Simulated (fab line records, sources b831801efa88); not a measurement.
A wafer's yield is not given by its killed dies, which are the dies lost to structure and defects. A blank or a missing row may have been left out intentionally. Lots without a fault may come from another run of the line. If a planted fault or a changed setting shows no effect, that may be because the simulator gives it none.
Problem report, 8D (eight disciplines) form, completed by code | flow gf180mcu | the parts of the form that need people (team, actions taken, sign-off) are left out

1. PROBLEM STATEMENT
Mean of cd-nm at GF_M3_CD_MEAS_14: 247.9 nm across 4 wafers in 2 lots; on wafers with no fault it is 280.1 nm (standard deviation 1.4). Measured from the usual mean, that is -23 standard deviations.
The step: target cd 280 nm.
First observed at day 23 03:07: wafer L343.1, on cd-sem-01. Wafers with a number at this step in the record: 42, from 14 lots. Rule for "out" (also "out of limits"): further than 4 standard deviations from the usual mean. The other wafers with a number count as sound.

2. WHAT IT IS; WHAT IT IS NOT
question                    | is                             | is not
which readings at this step | cd-nm                          | -
which lots                  | L343, L345                     | L339, L341, L342, L352, L354, L355, L356, L357, L358, L359, L360, L361
which wafers of those lots  | L343.1, L345.1, L345.4, L345.5 | L343.2, L343.6
read on which gauges        | cd-sem-01, cd-sem-02           | -
when                        | from day 23 03:07              | up to then (11 sound wafers); but 27 sound wafers of L352, L354, L355, L356, L357, L358, L359, L360, L361 came after

3. SUSPECTS, AND WHAT RULES EACH OUT
Counting: if a tool at a process step up to the reading ran every lot that is out, it stays a suspect. Sound lots after the first of them don't rule it out here, since some wafers of a struck lot are sound.
- the gauge at GF_M3_CD_MEAS_14: ruled out. The wafers that are out were read on 2 gauges (cd-sem-01, cd-sem-02).
- plasma-asher-01 at GF_V2_STRIP_18 (strips in O2/N2): kept. It ran every lot that is out, first L343 (day 22 02:46).
- pvd-sputter-01 at GF_M3_SPUTTER_02 (material AlCu, target thk 450 nm, time 23.9 s): kept. Every lot that is out went through it, the first being L343 (day 22 04:08); the last sound lot it ran before that was L341 (day 20 23:26).
- krf-scanner-02 at GF_M3_EXPOSE_11 (exposes mask Metal3, target cd 280 nm): kept. Every lot that is out went through it, the first being L343 (day 22 16:04); the last sound lot it ran before that was L342 (day 22 06:41).
Still standing after the count: plasma-asher-01 at GF_V2_STRIP_18, pvd-sputter-01 at GF_M3_SPUTTER_02, krf-scanner-02 at GF_M3_EXPOSE_11.

4. THE CAUSE (what the simulator had put in)
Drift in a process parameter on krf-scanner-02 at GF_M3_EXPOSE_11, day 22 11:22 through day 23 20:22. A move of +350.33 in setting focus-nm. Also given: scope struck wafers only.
This tool is one of the 3 suspects left after counting.

5. THE CHAIN OF EFFECTS, in route order
Each row: a reading where the mean over the struck wafers with a number is more than 3 standard deviations away from the usual. Scope: only readings with a usual standard deviation given in the record; hours: median across lots of the time from each lot's start at the first step in this table that gives one to its start at this step; sigmas: change in usual standard deviations.
hours | step             | reading | usual    | on struck wafers | change | sigmas
0     | GF_M3_CD_MEAS_14 | cd-nm   | 280.1 nm | 247.9            | -32.2  | -23

6. HOW IT WOULD HAVE BEEN CAUGHT EARLIER
In this record the first reading out of limits at a measuring or inspecting step was taken at day 23 03:07, 16 hours after the fault began at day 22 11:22.
All the lots that are out (2) had begun GF_M3_EXPOSE_11 on krf-scanner-02 by day 23 03:07. A hold on the tool at that time would have spared none of them.
